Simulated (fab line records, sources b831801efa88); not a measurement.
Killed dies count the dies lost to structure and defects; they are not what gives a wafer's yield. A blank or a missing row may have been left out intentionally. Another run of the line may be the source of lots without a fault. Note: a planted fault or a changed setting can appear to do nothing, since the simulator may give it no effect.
What tool caused it? | flow sky130 | 24 lots with 72 wafers sampled at 6 steps, on a route of 708 steps

== WHAT EACH GAUGE READ, for each wafer ==
SKY_FIELD_ISO_THK_MEAS_02. Usual: FIELD_ISO_OXIDATION_00_THK 12.05 nm, standard deviation 0.27.
lot  | measured    | on            | FIELD_ISO_OXIDATION_00_THK (nm) | flag
L074 | day 1 12:11 | film_metro-02 | 12.27 11.75 11.79               |
L075 | day 1 16:57 | film_metro-01 | 11.69 11.95 12.02               |
L076 | day 1 21:40 | film_metro-02 | 12.00 12.13 12.22               |
L077 | day 2 02:58 | film_metro-02 | 11.97 11.93 11.88               |
L078 | day 2 08:41 | film_metro-01 | 12.36 12.27 12.22               |
L079 | day 2 13:03 | film_metro-03 | 11.85 11.66 11.71               |
L080 | day 2 18:59 | film_metro-01 | 12.19 12.03 12.02               |
L081 | day 2 22:38 | film_metro-03 | 12.25 12.15 12.11               |
L082 | day 3 04:21 | film_metro-02 | 12.21 12.20 12.12               |
L083 | day 3 08:38 | film_metro-03 | 12.06 11.88 12.05               |
L084 | day 3 13:38 | film_metro-01 | 12.15 12.13 12.36               |
L085 | day 3 20:57 | film_metro-03 | 11.73 12.01 11.73               |
L086 | day 4 02:44 | film_metro-01 | 12.09 12.01 12.01               |
L087 | day 4 05:29 | film_metro-02 | 11.89 11.90 12.23               |
L088 | day 4 09:38 | film_metro-01 | 12.39 12.57 12.53               |
L089 | day 4 19:35 | film_metro-03 | 11.84 11.96 11.99               |
L090 | day 4 21:07 | film_metro-03 | 12.12 12.17 12.17               |
L091 | day 5 01:06 | film_metro-01 | 11.90 11.69 11.88               |
L092 | day 5 06:25 | film_metro-02 | 11.67 11.67 11.67               |
L093 | day 5 12:02 | film_metro-03 | 11.79 11.98 11.93               |
L094 | day 5 15:38 | film_metro-01 | 11.71 11.71 11.65               |
L095 | day 5 20:59 | film_metro-01 | 12.54 12.35 12.41               |
L096 | day 6 01:47 | film_metro-03 | 12.83 12.65 12.67               |
L097 | day 6 06:38 | film_metro-02 | 12.24 12.39 12.55               |

SKY_NWELL_OVL_MEAS_10. Usual: NWELL_00_OVL 0.0 nm, standard deviation 1.4.
lot  | measured     | on         | NWELL_00_OVL (nm) | flag
L074 | day 4 15:46  | overlay-01 | 1.5 2.9 1.9       |
L075 | day 4 17:40  | overlay-02 | 2.7 1.9 0.1       |
L076 | day 5 01:17  | overlay-02 | -1.5 -0.9 -1.4    |
L077 | day 5 06:49  | overlay-02 | 0.7 -0.1 -1.1     |
L078 | day 5 13:21  | overlay-01 | 1.1 0.0 1.6       |
L079 | day 5 18:07  | overlay-01 | -0.3 -1.8 -1.6    |
L080 | day 6 06:13  | overlay-02 | -2.5 -2.1 -3.3    |
L081 | day 6 11:52  | overlay-02 | -2.5 -0.9 -2.0    |
L082 | day 6 15:20  | overlay-01 | 1.3 1.2 1.8       |
L083 | day 7 04:06  | overlay-01 | -0.2 -0.1 -0.5    |
L084 | day 7 03:43  | overlay-01 | -0.4 2.6 0.9      |
L085 | day 7 10:39  | overlay-01 | -0.2 -0.4 -0.4    |
L086 | day 7 15:55  | overlay-02 | -0.1 0.6 -0.4     |
L087 | day 7 17:31  | overlay-02 | -3.3 -2.2 -1.0    |
L088 | day 8 00:41  | overlay-01 | 1.0 1.0 1.4       |
L089 | day 8 09:19  | overlay-01 | 1.6 2.2 2.4       |
L090 | day 8 11:19  | overlay-01 | 0.0 0.5 -0.5      |
L091 | day 8 17:37  | overlay-01 | -1.1 -2.3 -0.4    |
L092 | day 8 21:40  | overlay-01 | 0.7 1.1 1.0       |
L093 | day 9 04:31  | overlay-01 | 0.3 0.5 -1.2      |
L094 | day 9 07:31  | overlay-01 | 2.2 1.4 2.4       |
L095 | day 9 17:32  | overlay-01 | 0.5 0.9 0.9       |
L096 | day 9 21:19  | overlay-01 | 0.4 1.5 0.8       |
L097 | day 10 02:07 | overlay-02 | -1.3 -1.7 -1.0    |

SKY_SONOS_TUNNEL_OVL_MEAS_08. Usual: SONOS_TUNNEL_OVL 1.2 nm, standard deviation 1.3.
lot  | measured     | on         | SONOS_TUNNEL_OVL (nm) | flag
L074 | day 11 13:47 | overlay-02 | 1.2 -0.1 2.1          |
L075 | day 11 16:41 | overlay-02 | 2.6 2.6 2.0           |
L076 | day 12 02:20 | overlay-01 | 1.7 0.4 2.1           |
L077 | day 12 08:50 | overlay-02 | -0.2 1.7 0.0          |
L078 | day 12 19:05 | overlay-01 | 3.8 3.3 4.7           |
L079 | day 13 02:23 | overlay-01 | 1.4 0.8 0.6           |
L080 | day 13 18:59 | overlay-02 | 3.0 2.4 2.1           |
L081 | day 14 01:23 | overlay-01 | 1.6 1.3 0.9           |
L082 | day 14 07:02 | overlay-01 | -0.2 0.8 -0.4         |
L083 | day 15 00:56 | overlay-01 | 2.1 1.2 1.2           |
L084 | day 15 00:17 | overlay-02 | 3.4 2.5 2.1           |
L085 | day 15 08:47 | overlay-02 | -0.8 0.6 0.6          |
L086 | day 15 16:05 | overlay-02 | 0.7 0.9 -0.3          |
L087 | day 15 17:38 | overlay-02 | -1.3 -0.3 0.5         |
L088 | day 16 04:56 | overlay-01 | 2.1 1.2 1.6           |
L089 | day 16 15:56 | overlay-02 | 1.4 1.2 0.3           |
L090 | day 16 19:26 | overlay-02 | 2.7 4.5 2.4           |
L091 | day 17 02:35 | overlay-01 | 2.7 1.8 3.3           |
L092 | day 17 09:38 | overlay-02 | -0.7 -1.1 1.1         |
L093 | day 17 18:50 | overlay-01 | 1.4 0.8 0.2           |
L094 | day 17 22:50 | overlay-02 | 2.3 1.3 2.0           |
L095 | day 18 11:05 | overlay-01 | 0.4 1.1 1.2           |
L096 | day 18 16:17 | overlay-02 | -0.2 1.9 0.8          |
L097 | day 18 23:59 | overlay-02 | -1.0 -1.5 -2.4        |

SKY_LI_CONTACT_THK_MEAS_23: measures by xrf. Usual: LI_CONTACT_W_THK 396 nm, standard deviation 5.4.
lot  | measured     | on            | LI_CONTACT_W_THK (nm) | flag
L074 | day 29 08:25 | film_metro-03 | 401 400 405           |
L075 | day 29 15:46 | film_metro-01 | 401 395 401           |
L076 | day 29 23:04 | film_metro-01 | 406 409 407           |
L077 | day 30 02:54 | film_metro-04 | 398 392 398           |
L078 | day 30 18:46 | film_metro-03 | 406 390 401           |
L079 | day 31 07:12 | film_metro-01 | 396 406 403           |
L080 | day 31 18:18 | film_metro-01 | 397 393 392           |
L081 | day 32 02:45 | film_metro-01 | 396 396 386           |
L082 | day 32 11:19 | film_metro-04 | 401 388 386           |
L083 | day 33 02:35 | film_metro-04 | 395 398 389           |
L084 | day 33 00:49 | film_metro-03 | 394 395 404           |
L085 | day 33 07:46 | film_metro-04 | 397 396 395           |
L086 | day 33 12:01 | film_metro-04 | 388 399 398           |
L087 | day 33 13:36 | film_metro-04 | 394 390 400           |
L088 | day 33 17:50 | film_metro-04 | 395 397 391           |
L089 | day 34 09:58 | film_metro-04 | 396 398 398           |
L090 | day 34 15:01 | film_metro-01 | 398 402 402           |
L091 | day 34 21:40 | film_metro-03 | 393 394 390           |
L092 | day 35 05:31 | film_metro-04 | 397 394 397           |
L093 | day 35 07:17 | film_metro-03 | 394 393 398           |
L094 | day 35 12:38 | film_metro-04 | 390 388 391           |
L095 | day 36 02:49 | film_metro-04 | 394 404 401           |
L096 | day 36 04:23 | film_metro-04 | 390 397 394           |
L097 | day 36 13:13 | film_metro-01 | 393 390 391           |

== WHICH TOOL RAN EACH LOT (tool, then ch and the chambers of the sampled wafers, then the start) ==
lot  | SKY_POLY_CUT_ETCH_10               | SKY_SD_N_RTA_14
L074 | rie_diel-03 ch 0,2, day 24 11:16   | rtp_anneal-01 ch 0, day 28 02:35
L075 | rie_diel-01 ch 0,3, day 24 18:04   | rtp_anneal-02 ch 0, day 28 09:23
L076 | rie_diel-02 ch 0,2,3, day 25 02:25 | rtp_anneal-01 ch 0, day 28 16:52
L077 | rie_diel-03 ch 1,2,3, day 25 05:55 | rtp_anneal-02 ch 0, day 28 21:22
L078 | rie_diel-03 ch 1,2,3, day 25 22:11 | rtp_anneal-01 ch 0, day 29 12:29
L079 | rie_diel-03 ch 0,1,2, day 26 10:38 | rtp_anneal-02 ch 0, day 30 00:45
L080 | rie_diel-03 ch 0,1,2, day 26 22:46 | rtp_anneal-01 ch 0, day 30 12:38
L081 | rie_diel-01 ch 1,2,3, day 27 08:47 | rtp_anneal-01 ch 0, day 30 21:34
L082 | rie_diel-02 ch 0,2, day 27 14:47   | rtp_anneal-02 ch 0, day 31 05:22
L083 | rie_diel-02 ch 1,2, day 28 09:17   | rtp_anneal-02 ch 0, day 31 22:05
L084 | rie_diel-03 ch 0,3, day 28 07:08   | rtp_anneal-01 ch 0, day 31 20:29
L085 | rie_diel-01 ch 1,3, day 28 14:52   | rtp_anneal-01 ch 0, day 32 02:31
L086 | rie_diel-02 ch 0,2,3, day 28 18:46 | rtp_anneal-02 ch 0, day 32 07:47
L087 | rie_diel-01 ch 1,2, day 28 20:34   | rtp_anneal-01 ch 0, day 32 08:59
L088 | rie_diel-02 ch 1,2,3, day 29 02:37 | rtp_anneal-02 ch 0, day 32 13:33
L089 | rie_diel-03 ch 1,2,3, day 29 18:25 | rtp_anneal-01 ch 0, day 33 05:07
L090 | rie_diel-03 ch 0,1,3, day 30 00:49 | rtp_anneal-02 ch 0, day 33 11:16
L091 | rie_diel-03 ch 0,2, day 30 07:01   | rtp_anneal-01 ch 0, day 33 16:58
L092 | rie_diel-03 ch 1,2, day 30 16:01   | rtp_anneal-02 ch 0, day 34 01:12
L093 | rie_diel-02 ch 0,1, day 30 18:04   | rtp_anneal-01 ch 0, day 34 03:26
L094 | rie_diel-02 ch 1,2, day 31 00:07   | rtp_anneal-02 ch 0, day 34 08:08
L095 | rie_diel-03 ch 1,2,3, day 31 12:29 | rtp_anneal-01 ch 0, day 34 22:35
L096 | rie_diel-01 ch 0,1,2, day 31 15:58 | rtp_anneal-02 ch 0, day 34 23:53
L097 | rie_diel-02 ch 1,3, day 32 00:29   | rtp_anneal-01 ch 0, day 35 08:40
- SKY_POLY_CUT_ETCH_10: etches BARC in N2/H2, stops on SiO2, time 45.9 s, target depth 60 nm.
- SKY_SD_N_RTA_14: time 2 s.

== WHAT THE TOOLS THEMSELVES READ (means of the sampled wafers that have a number; where no wafer has one, the mark that the record gives instead) ==
SKY_POLY_CUT_ETCH_10. Usual: drypump_motor_current_A 5.8 A, standard deviation 0.36; oes_product_au 0.854 a.u., standard deviation 0.0052; throttle_valve_pct 13.225 %, standard deviation 0.0094.
lot  | tool        | drypump_motor_current_A (A) | oes_product_au (a.u.) | throttle_valve_pct (%) | flag
L074 | rie_diel-03 | 5.8                         | 0.850                 | 13.228                 |
L075 | rie_diel-01 | 5.8                         | 0.849                 | 13.228                 |
L076 | rie_diel-02 | 5.9                         | 0.859                 | 13.215                 |
L077 | rie_diel-03 | 5.9                         | 0.850                 | 13.232                 |
L078 | rie_diel-03 | 5.9                         | 0.851                 | 13.226                 |
L079 | rie_diel-03 | 5.8                         | 0.851                 | 13.224                 |
L080 | rie_diel-03 | 5.8                         | 0.853                 | 13.222                 |
L081 | rie_diel-01 | 6.1                         | 0.851                 | 13.222                 |
L082 | rie_diel-02 | 5.6                         | 0.854                 | 13.225                 |
L083 | rie_diel-02 | 5.5                         | 0.856                 | 13.231                 |
L084 | rie_diel-03 | 5.7                         | 0.859                 | 13.226                 |
L085 | rie_diel-01 | 6.2                         | 0.853                 | 13.222                 |
L086 | rie_diel-02 | 5.9                         | 0.856                 | 13.225                 |
L087 | rie_diel-01 | 6.1                         | 0.855                 | 13.213                 |
L088 | rie_diel-02 | 5.9                         | 0.852                 | 13.234                 |
L089 | rie_diel-03 | 5.9                         | 0.856                 | 13.229                 |
L090 | rie_diel-03 | 5.7                         | 0.860                 | 13.226                 |
L091 | rie_diel-03 | 5.9                         | 0.854                 | 13.226                 |
L092 | rie_diel-03 | 5.8                         | 0.854                 | 13.227                 |
L093 | rie_diel-02 | 5.7                         | 0.853                 | 13.233                 |
L094 | rie_diel-02 | 5.5                         | 0.848                 | 13.230                 |
L095 | rie_diel-03 | 5.9                         | 0.854                 | 13.228                 |
L096 | rie_diel-01 | 5.8                         | 0.853                 | 13.228                 |
L097 | rie_diel-02 | 6.3                         | 0.851                 | 13.224                 |

SKY_SD_N_RTA_14. Usual: lamp_power_pct 15.74 %, standard deviation 0.052; wafer_temp_C_max 1078.2, standard deviation 1.2.
lot  | tool          | lamp_power_pct (%) | wafer_temp_C_max | flag
L074 | rtp_anneal-01 | 15.78              | 1076.8           |
L075 | rtp_anneal-02 | 15.75              | 1078.5           |
L076 | rtp_anneal-01 | 15.70              | 1078.0           |
L077 | rtp_anneal-02 | 15.77              | 1077.6           |
L078 | rtp_anneal-01 | 15.75              | 1077.5           |
L079 | rtp_anneal-02 | 15.78              | 1077.7           |
L080 | rtp_anneal-01 | 15.79              | 1078.7           |
L081 | rtp_anneal-01 | 15.72              | 1078.9           |
L082 | rtp_anneal-02 | 15.75              | 1077.0           |
L083 | rtp_anneal-02 | 15.71              | 1077.9           |
L084 | rtp_anneal-01 | 15.74              | 1079.7           |
L085 | rtp_anneal-01 | 15.76              | 1078.4           |
L086 | rtp_anneal-02 | 15.71              | 1078.6           |
L087 | rtp_anneal-01 | 15.70              | 1078.3           |
L088 | rtp_anneal-02 | 15.70              | 1078.3           |
L089 | rtp_anneal-01 | 15.72              | 1077.9           |
L090 | rtp_anneal-02 | 15.78              | 1078.5           |
L091 | rtp_anneal-01 | 15.72              | 1077.7           |
L092 | rtp_anneal-02 | 15.72              | 1079.0           |
L093 | rtp_anneal-01 | 15.70              | 1079.1           |
L094 | rtp_anneal-02 | 15.75              | 1078.6           |
L095 | rtp_anneal-01 | 15.70              | 1077.6           |
L096 | rtp_anneal-02 | 15.71              | 1078.3           |
L097 | rtp_anneal-01 | 15.74              | 1077.9           |

== THE ANSWER, worked out from the rows above alone ==
Rule: a lot counts as off when the mean over its wafers that have a number is more than 3 standard deviations away from the usual mean. A lot without any number at a reading at which 4 lots or more have one is off too. The other lots that the step has rows for count as sound. After the gauges, taken in route order, come the tools' own readings; for these a lot's mean is taken, as printed above. At the first step where some lot is off, the reading lying furthest off is the one used; lots without a number count as furthest.
No lot is off at any reading shown: from this, nothing can be told.

== WHAT THE SIMULATOR HAD PUT IN ==
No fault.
